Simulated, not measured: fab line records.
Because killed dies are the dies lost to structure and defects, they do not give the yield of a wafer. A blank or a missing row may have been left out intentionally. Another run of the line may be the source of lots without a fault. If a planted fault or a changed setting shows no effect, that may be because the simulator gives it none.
Matching of chambers ; flow gf180mcu ; GF_STI_ETCH_14 on rie si-02 has 4 sister chambers
The step etches Si in HBr/Cl2/O2, target depth 360 nm, time 102.9 s. 14 wafers are shown with their chamber, then 7 later ones without.

WAFERS WITH THEIR CHAMBER
wafer;chamber;drypump motor current A (A);throttle valve pct (%);oes product au (a.u.)
L771.2;0;5.2;25.672;0.985
L771.5;3;5.6;25.651;1.006
L771.6;0;5.2;25.670;0.982
L773.2;0;5.2;25.669;0.983
L773.3;2;6.7;25.653;0.999
L773.4;1;5.6;25.657;0.996
L774.1;0;5.2;25.671;0.988
L774.4;1;5.6;25.668;1.005
L774.5;2;6.7;25.648;1.000
L778.2;1;5.6;25.685;0.989
L778.3;2;6.6;25.662;0.985
L778.6;3;5.7;25.657;0.991
L779.1;1;5.6;25.667;0.993
L779.5;2;6.6;25.660;0.993

SIGNATURES (means of the wafers above)
reading;chamber 0;chamber 1;chamber 2;chamber 3;scatter within a chamber
drypump motor current A;5.200;5.600;6.650;5.650;0.0387
throttle valve pct;25.67050;25.66925;25.65575;25.65400;0.00743
oes product au;0.98450;0.99575;0.99425;0.99850;0.00644
Rule: a wafer's distance from a chamber is the root of the sum, over the readings, of the square of ((its reading less the chamber's mean) divided by the reading's scatter). The wafer belongs to the nearest chamber; if the next one is less than 2 further off, it can't be placed. The scatter: take each reading less its chamber's mean, square it, sum over the shown wafers, divide by the number of wafers less the number of chambers, and take the root.

WAFERS WHOSE CHAMBER IS MISSING
wafer;drypump motor current A (A);throttle valve pct (%);oes product au (a.u.)
L779.6;5.6;25.668;0.994
L791.1;5.6;25.684;0.992
L791.3;5.6;25.663;1.005
L791.4;5.2;25.671;0.996
L792.3;5.7;25.648;1.002
L792.5;5.6;25.654;0.990
L792.6;5.2;25.680;0.996

EACH ONE'S CHAMBER
wafer;from the rows above;in truth
L779.6;1;1
L791.1;1;1
L791.3;can't be placed: 1 or 3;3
L791.4;0;0
L792.3;3;3
L792.5;can't be placed: 3 or 1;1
L792.6;0;0
Placed correctly: 5 of 7. Cannot be placed on the basis of these rows: 2; the candidates contain the true chamber in 2. 0 placed wrongly.
